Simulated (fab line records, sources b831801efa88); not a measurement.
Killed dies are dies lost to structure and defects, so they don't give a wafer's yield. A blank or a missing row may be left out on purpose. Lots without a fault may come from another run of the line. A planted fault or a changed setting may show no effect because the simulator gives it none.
fab line records | flow sky130
record lots=12 wafers=34 last_day=50
route steps=708 shown FIELD_ISO@16 LOCAL_INTERCONNECT@389 CONTACT@406
lots that met no fault: from a run of the same line without faults
start_h: hours from the record's first day to the start of the lot's first wafer shown | wait_h: hours since the lot's step before | " the same as in the row above | L1.1+2: a row that stands for several wafers | - no value, or no start given | * or withheld: withheld | < > ~ a bound
route shown NAME@n: a module of which the file shows steps, and the number in the route of the first | usual: mean/standard deviation of fault-free wafers | same: alike in all rows | chamber/n: place in a boat | sites: the reading at each site | _std_site: their standard deviation | _edge_site: outer sites' mean less inner sites' | radius_mm: how far each site lies from the wafer's centre | mask NAME#n: copy n | behind: the tool/chamber that last shaped the wafer | hold: why the lot was held/for how many hours/how that ended | device: the transistor (n, p or np) that didn't switch | end of line: the same wafers' tests at the end of the route | a step without rows: its recipe alone | killed: dies lost to structure and defects at the first sort, not the wafer's yield | map: a wafer's dies, x killed, . not, _ none there
set.NAME: the setting as run; set.NAME@STEP: as run at that earlier step | model.NAME: the simulator's own value behind a step, which no gauge read
steps of the route over a sample of lots; a table a step, a row a wafer
services: from which hour (start_h, from the record's first day; less than 0 if before it) a tool's chamber was out of use, for how many hours, and why
## steps
# step SKY_FIELD_ISO_ETCH_15
# recipe chemistry=CHF3/O2 target_depth_nm=180 stop_on=Si source_w=600 bias_w=200 pressure_mtorr=40 chf3_flow_sccm=50 O2_flow_sccm=5 time_s=72
# usual O2_flow_sccm=5.000/0.015 chf3_flow_sccm=49.98/0.15 drypump_motor_current_A=5.7/0.39 oes_product_au=0.945/0.0078 throttle_valve_pct=8.844/0.0092
# columns lot.wafer tool chamber start_h wait_h O2_flow_sccm chf3_flow_sccm drypump_motor_current_A oes_product_au rf_hours_counter_h throttle_valve_pct
L771.2 rie_diel-02 2 32.06 0.0 4.990 49.91 5.7 0.938 104 8.842
L771.3 " 3 " " 5.002 49.97 5.1 0.945 15 8.839
L771.5 " 3 " " 5.013 49.89 5.2 0.952 - 8.845
L772.1 rie_diel-02 2 35.94 0.0 4.984 49.73 5.7 0.952 104 8.840
L772.4 " 2 " " 5.019 49.89 5.7 0.953 - 8.849
L772.5 " 1 " " 4.988 49.89 5.3 0.959 - 8.852
L773.1 rie_diel-03 1 42.61 0.0 5.018 49.94 6.3 0.949 91 8.855
L773.4 " 2 " " 5.014 50.01 6.0 0.946 - 8.857
L773.6 " 0 " " 4.971 49.96 5.7 0.953 - 8.848
L776.1 rie_diel-03 1 59.68 0.0 5.021 50.01 6.3 0.941 92 8.833
L776.2 " 3 " " 5.007 49.80 5.9 0.939 0 8.848
L776.6 " 3 " " 5.000 49.90 5.9 0.940 - 8.848
L777.1 rie_diel-04 3 66.86 0.0 5.019 49.90 5.5 0.933 73 8.822
L777.3 " 0 " " 4.984 49.98 5.5 0.938 106 8.835
L777.4 " 2 " " 5.014 49.89 6.2 0.940 151 8.851
L779.1 rie_diel-03 3 71.74 0.0 5.012 50.23 5.9 0.938 0 8.853
L779.4 " 0 " " 5.008 49.73 5.7 0.938 104 8.832
L779.5 " 2 " " 4.990 50.02 6.0 0.952 - 8.880
L778.2 rie_diel-04 0 72.08 0.0 5.010 50.10 5.5 0.940 106 8.826
L778.3 " 1 " " 4.996 50.19 5.2 0.941 121 8.835
L778.5 " 0 " " 4.995 50.12 5.5 0.933 - 8.847
L783.2 rie_diel-03 3 91.99 0.0 4.998 49.89 5.8 0.943 1 8.863
L783.4 " 0 " " 4.979 49.96 5.7 0.952 105 8.839
L785.4 rie_diel-03 2 100.64 0.0 5.001 50.14 6.0 0.961 1 8.838
L785.6 " 2 " " 4.979 50.04 6.0 0.956 - 8.844
L789.2 rie_diel-02 1 122.43 0.0 4.996 50.24 5.3 0.944 79 8.834
L789.5 " 1 " " 4.994 50.00 5.3 0.951 - 8.849
L789.6 " 2 " " 5.016 49.76 5.7 0.938 - 8.833
L791.2 rie_diel-02 0 132.89 0.0 5.009 49.96 5.1 0.944 2 8.831
L791.5 " 3 " " 5.001 50.07 5.2 0.955 - 8.857
L791.6 " 0 " " 5.015 50.00 5.1 0.946 - 8.851
L792.2 rie_diel-04 3 138.47 0.0 4.997 49.91 5.5 0.944 75 8.848
L792.4 " 1 " " 4.981 49.92 5.3 0.945 122 8.847
L792.6 " 2 " " 4.998 49.97 6.2 0.951 - 8.830
# step SKY_FIELD_ISO_STRIP_16
# recipe chemistry=O2/N2 power_w=1400 pressure_mtorr=1500 platen_temp_c=withheld o2_flow_sccm=3000 n2_flow_sccm=300 overash_fraction=0.5
# usual drypump_motor_current_A=5.77/0.24 oes_product_au=0.377/0.0049 strip_time_to_endpoint_s=3.54/0.045
# columns lot.wafer tool chamber start_h wait_h drypump_motor_current_A oes_product_au rf_hours_counter_h strip_time_to_endpoint_s
L771.2 plasma_asher-02 0 32.12 0.0 5.65 0.376 36 3.56
L771.3 " 1 " " 5.67 0.371 - 3.51
L771.5 " 1 " " 5.68 0.376 - 3.52
L772.1 plasma_asher-01 1 36.00 0.0 5.34 0.374 36 3.53
L772.4 " 1 " " 5.30 0.376 - 3.52
L772.5 " 0 " " 5.97 0.377 - 3.54
L773.1 plasma_asher-02 1 42.67 0.0 5.67 0.379 37 3.48
L773.4 " 1 " " 5.69 0.372 - 3.47
L773.6 " 0 " " 5.64 0.375 - 3.52
L776.1 plasma_asher-02 0 59.74 0.0 5.67 0.373 39 3.52
L776.2 " 1 " " 5.66 0.376 39 3.57
L776.6 " 1 " " 5.68 0.373 - 3.56
L777.1 plasma_asher-01 1 66.92 0.0 5.35 0.367 40 3.45
L777.3 " 1 " " 5.35 0.379 - 3.51
L777.4 " 0 " " 5.97 0.386 - 3.57
L779.1 plasma_asher-02 0 71.79 0.0 5.64 0.377 40 3.54
L779.4 " 0 " " 5.66 0.382 - 3.56
L779.5 " 1 " " 5.67 0.377 - 3.60
L778.2 plasma_asher-03 1 72.14 0.0 5.76 0.369 35 3.52
L778.3 " 0 " " 6.14 0.378 - 3.50
L778.5 " 1 " " 5.76 0.380 - 3.55
L783.2 plasma_asher-02 1 92.04 0.0 5.68 0.376 42 3.56
L783.4 " 0 " " 5.62 0.352 - 2.91
L785.4 plasma_asher-01 0 100.73 0.1 5.97 0.356 - 2.96
L785.6 " 1 " " 5.32 0.381 - 3.57
L789.2 plasma_asher-02 1 122.49 0.0 5.67 0.385 45 3.56
L789.5 " 0 " " 5.62 0.368 - 3.55
L789.6 " 1 " " 5.66 0.382 - 3.57
L791.2 plasma_asher-03 0 132.94 0.0 6.14 0.382 41 3.63
L791.5 " 0 " " 6.13 0.380 - 3.56
L791.6 " 1 " " 5.77 0.386 - 3.62
L792.2 plasma_asher-03 0 138.53 0.0 6.13 0.369 42 3.47
L792.4 " 1 " " 5.76 0.372 - 3.47
L792.6 " 0 " " 6.15 0.382 - 3.54
# step SKY_LOCAL_INTERCONNECT_THK_MEAS_02
# recipe thk_meas_gauge=xrf reads=TiN_of_LOCAL_INTERCONNECT_SPUTTER_00
# usual LOCAL_INTERCONNECT_TIN_THK=101.9/1.6
# columns lot.wafer tool chamber start_h wait_h LOCAL_INTERCONNECT_TIN_THK[nm]
L771.2 film_metro-04 - 670.35 0.1 102.8
L771.3 " - " " 101.2
L771.5 " - " " 102.5
L772.1 film_metro-02 - 685.07 0.1 100.5
L772.4 " - " " 100.6
L772.5 " - " " 100.0
L773.1 film_metro-03 - 714.12 0.1 100.9
L773.4 " - " " 101.7
L773.6 " - " " 101.7
L776.1 film_metro-04 - 728.22 0.1 101.0
L776.2 " - " " 104.6
L776.6 " - " " 103.2
L777.1 film_metro-04 - 740.95 0.1 104.8
L777.3 " - " " 102.9
L777.4 " - " " 100.9
L778.2 film_metro-03 - 743.50 0.1 103.0
L778.3 " - " " 101.7
L778.5 " - " " 103.5
L779.1 film_metro-03 - 749.60 0.1 102.7
L779.4 " - " " 103.7
L779.5 " - " " 101.6
L783.2 film_metro-02 - 771.21 0.1 103.0
L783.4 " - " " 101.4
L785.4 film_metro-02 - 780.21 0.1 101.5
L785.6 " - " " 101.2
L789.2 film_metro-03 - 806.51 0.1 100.1
L789.5 " - " " 101.0
L789.6 " - " " 100.0
L791.2 film_metro-03 - 837.13 0.1 100.3
L791.5 " - " " 102.3
L791.6 " - " " 101.8
L792.2 film_metro-04 - 838.14 0.1 102.1
L792.4 " - " " 104.0
L792.6 " - " " 105.0
# step SKY_CONTACT_CVD_00
# recipe material=Si3N4 target_thk_nm=75 temp_c=400 time_s=withheld rf_w=450
# usual heater_power_w=737/76
# columns lot.wafer tool chamber start_h wait_h heater_power_w
L771.2 pecvd-03 2 698.14 0.0 783
L771.3 " 0 " " 794
L771.5 " 2 " " 801
L772.1 pecvd-04 0 712.53 0.0 759
L772.4 " 1 " " 791
L772.5 " 0 " " 782
L773.1 pecvd-02 0 742.22 0.0 606
L773.4 " 1 " " 711
L773.6 " 0 " " 607
L776.1 pecvd-03 2 755.76 0.0 746
L776.2 " 0 " " 755
L776.6 " 2 " " 759
L777.1 pecvd-02 2 766.98 0.0 730
L777.3 " 0 " " 566
L777.4 " 2 " " 767
L778.2 pecvd-03 0 770.16 0.0 666
L778.3 " 1 " " 733
L778.5 " 2 " " 641
L779.1 pecvd-04 1 776.86 0.0 884
L779.4 " 0 " " 789
L779.5 " 2 " " 753
L783.2 pecvd-02 0 798.64 0.0 626
L783.4 " 2 " " 718
L785.4 pecvd-02 2 807.30 0.0 679
L785.6 " 2 " " 680
L789.2 pecvd-04 1 833.79 0.0 816
L789.5 " 0 " " 685
L789.6 " 2 " " 776
L791.2 pecvd-02 2 863.63 0.0 729
L791.5 " 0 " " 540
L791.6 " 2 " " 748
L792.2 pecvd-03 2 864.43 0.0 731
L792.4 " 2 " " 749
L792.6 " 1 " " 735
# step SKY_CONTACT_THK_MEAS_01
# recipe reads=Si3N4_of_CONTACT_CVD_00
# usual CONTACT_CVD_00_THK=75.0/0.92
# columns lot.wafer tool chamber start_h wait_h CONTACT_CVD_00_THK[nm]
L771.2 film_metro-01 - 698.19 - 76.3
L771.3 " - " " 74.1
L771.5 " - " " 76.7
L772.1 film_metro-04 - 712.58 - 73.0
L772.4 " - " " 75.6
L772.5 " - " " 73.9
L773.1 film_metro-02 - 742.26 - 75.2
L773.4 " - " " 74.6
L773.6 " - " " 75.7
L776.1 film_metro-04 - 755.81 - 74.1
L776.2 " - " " 74.1
L776.6 " - " " 75.7
L777.1 film_metro-02 - 767.02 - 74.7
L777.3 " - " " 75.6
L777.4 " - " " 76.4
L778.2 film_metro-02 - 770.21 - 74.2
L778.3 " - " " 76.0
L778.5 " - " " 76.2
L779.1 film_metro-02 - 776.90 - 74.1
L779.4 " - " " 74.0
L779.5 " - " " 75.7
L783.2 film_metro-04 - 798.68 - 75.2
L783.4 " - " " 74.5
L785.4 film_metro-04 - 807.37 - 76.1
L785.6 " - " " 75.2
L789.2 film_metro-04 - 833.83 - 74.7
L789.5 " - " " 74.4
L789.6 " - " " 75.5
L791.2 film_metro-01 - 863.68 - 74.5
L791.5 " - " " 76.3
L791.6 " - " " 75.2
L792.2 film_metro-02 - 864.47 - 74.5
L792.4 " - " " 75.7
L792.6 " - " " 75.7
## services
# columns tool chamber start_h hours kind
pecvd-02 1 11.51 4.7 repair
plasma_asher-02 - 35.25 2.4 repair
pecvd-02 - 44.19 5.5 pm
rie_diel-03 3 84.07 6.1 repair
pecvd-02 1 100.71 17.3 repair
rie_diel-03 3 103.47 8.8 repair
rie_diel-03 1 107.15 9.5 repair
plasma_asher-02 - 107.52 0.8 repair
plasma_asher-02 - 108.40 1.6 repair
plasma_asher-02 - 157.39 2.8 pm
plasma_asher-02 - 162.48 1.5 repair
rie_diel-03 - 167.61 2.5 repair
rie_diel-03 - 170.26 2.8 pm
plasma_asher-02 - 171.59 9.2 repair
rie_diel-03 - 194.77 0.7 repair
rie_diel-03 3 201.08 1.7 repair
rie_diel-03 0 214.17 4.7 repair
rie_diel-03 - 216.88 0.9 repair
plasma_asher-02 - 376.96 10.0 repair
plasma_asher-02 - 421.25 9.0 pm
plasma_asher-02 - 528.69 2.5 repair
plasma_asher-02 - 542.97 0.3 repair
plasma_asher-02 - 644.77 6.6 repair
plasma_asher-02 - 727.21 2.1 repair
## key
first_sign step=SKY_FIELD_ISO_STRIP_16 reading=strip_time_to_endpoint_s direction=down sigmas=14 usual=* struck=*
effect step=SKY_FIELD_ISO_STRIP_16 reading=oes_product_au direction=down sigmas=4.8 usual=0.377 struck=0.354
met_at SKY_FIELD_ISO_ETCH_15
struck_lots L783,L785
struck_wafers L783.4,L785.4
tester_left_out L783,L785
not_acting_at SKY_LOCAL_INTERCONNECT_THK_MEAS_02,SKY_CONTACT_CVD_00,SKY_CONTACT_THK_MEAS_01
onset_between 71.74 91.99
fault kind=process_parameter_drift tool=rie_diel-03 chamber=- onset_h=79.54 steps=SKY_FIELD_ISO_ETCH_15 channel=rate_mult offset=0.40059 shape=step end_h=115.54 scope=struck_wafers_only
# tester_left_out: of these lots the tester's yield and bins aren't shown, on N5 and GAA mostly nor the transistor test; their killed dies are dies lost to structure and defects alone, not to doping, threshold or leakage, so they don't give the yield
